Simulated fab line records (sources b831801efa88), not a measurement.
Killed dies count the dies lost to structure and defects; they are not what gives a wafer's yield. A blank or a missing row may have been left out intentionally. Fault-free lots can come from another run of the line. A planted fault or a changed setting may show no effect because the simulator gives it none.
The tool behind it: which one? -- flow sky130 -- 38 wafers from 13 lots sampled at 3 of the route's 708 steps

WHAT EACH GAUGE READ, for each wafer
SKY_SD_N_TW_MEAS_12. Usual: SD_N_TW gives 3977 (standard deviation 23).
lot,measured,on,SD_N_TW,flag
L696,day 29 01:40,film-metro-01,3992 3989 3997,
L697,day 29 14:24,film-metro-03,3989 3998 3997,
L698,day 29 13:08,film-metro-02,3965 3988 3982,
L699,day 30 00:55,film-metro-02,4005 3977 3979,
L700,day 30 11:37,film-metro-03,3953 3955 3978,
L701,day 30 17:05,film-metro-01,3925 3967 3939,
L702,day 31 04:12,film-metro-01,3971 3960 3958,
L706,day 32 23:25,film-metro-01,3966 3953,
L715,day 35 18:51,film-metro-01,3942 3923 3938,
L716,day 35 20:14,film-metro-02,3979 4001 3998,
L717,day 36 02:50,film-metro-01,3968 3965 3992,
L718,day 36 04:14,film-metro-01,3935 3949 3953,
L719,day 36 11:58,film-metro-02,4033 3995 4004,

SKY_SD_N_RS_MEAS_18: measurement is done with a four-point probe. Usual: RES_XHIGH_RS gives 333.6 ohm/sq (standard deviation 1.2).
lot,measured,on,RES_XHIGH_RS (ohm/sq),flag
L696,day 29 02:11,film-metro-02,333.9 333.0 333.4,
L697,day 29 14:55,film-metro-03,333.7 335.1 333.7,
L698,day 29 13:40,film-metro-03,334.3 333.3 332.9,
L699,day 30 01:26,film-metro-02,333.3 334.2 333.0,
L700,day 30 12:08,film-metro-01,333.1 331.4 331.6,
L701,day 30 17:38,film-metro-02,334.7 334.2 335.7,
L702,day 31 04:44,film-metro-03,332.7 333.8 333.4,
L706,day 32 23:57,film-metro-03,333.5 334.3,
L715,day 35 19:22,film-metro-03,333.7 333.6 332.3,
L716,day 35 20:46,film-metro-03,333.7 333.2 333.0,
L717,day 36 03:23,film-metro-02,331.3 332.7 331.9,
L718,day 36 04:46,film-metro-02,331.2 330.1 332.4,
L719,day 36 12:30,film-metro-03,334.7 334.9 335.5,

TOOL THAT RAN EACH LOT (tool first, then ch and the chambers of the sampled wafers, then the start)
lot,SKY_VT_ADJUST_PCH_DEVELOP_06
L696,"litho-track-03 ch 0, day 10 20:00"
L697,"litho-track-04 ch 0, day 11 03:00"
L698,"litho-track-01 ch 0, day 11 07:00"
L699,"litho-track-01 ch 0, day 11 15:00"
L700,"litho-track-04 ch 0, day 11 21:00"
L701,"litho-track-03 ch 0, day 12 08:00"
L702,"litho-track-04 ch 0, day 12 15:00"
L706,"litho-track-03 ch 0, day 14 02:00"
L715,"litho-track-04 ch 0, day 17 02:00"
L716,"litho-track-01 ch 0, day 17 07:00"
L717,"litho-track-04 ch 0, day 17 17:00"
L718,"litho-track-01 ch 0, day 17 23:00"
L719,"litho-track-03 ch 0, day 18 05:00"
- SKY_VT_ADJUST_PCH_DEVELOP_06: develop time 60 s.

WHAT THE TOOLS THEMSELVES READ (means of the sampled wafers that have a number; where no wafer has one, the mark that the record gives instead)
SKY_VT_ADJUST_PCH_DEVELOP_06. Usual: developer-temp-C 22.99 C, standard deviation 0.11.
lot,tool,developer-temp-C (C),flag
L696,litho-track-03,23.16,
L697,litho-track-04,22.99,
L698,litho-track-01,23.04,
L699,litho-track-01,23.02,
L700,litho-track-04,22.95,
L701,litho-track-03,23.03,
L702,litho-track-04,23.04,
L706,litho-track-03,23.07,
L715,litho-track-04,23.00,
L716,litho-track-01,23.01,
L717,litho-track-04,22.91,
L718,litho-track-01,22.93,
L719,litho-track-03,23.03,

THE ANSWER, worked out from the rows above alone
Rule: lot off if the mean of its wafers having a number is beyond 3 standard deviations from the usual mean. Also off: a lot with no number at a reading for which 4 or more lots have one. All remaining lots with rows at the step are treated as sound. Order of review: gauges by route order, followed by the tools' own readings, for which a lot's mean as printed above is used. The first step at which some lot is off is used, and at that step the reading that is off furthest; a lot without a number counts as furthest.
None of the lots is off at any reading shown; this tells nothing.

WHAT THE SIMULATOR HAD PUT IN
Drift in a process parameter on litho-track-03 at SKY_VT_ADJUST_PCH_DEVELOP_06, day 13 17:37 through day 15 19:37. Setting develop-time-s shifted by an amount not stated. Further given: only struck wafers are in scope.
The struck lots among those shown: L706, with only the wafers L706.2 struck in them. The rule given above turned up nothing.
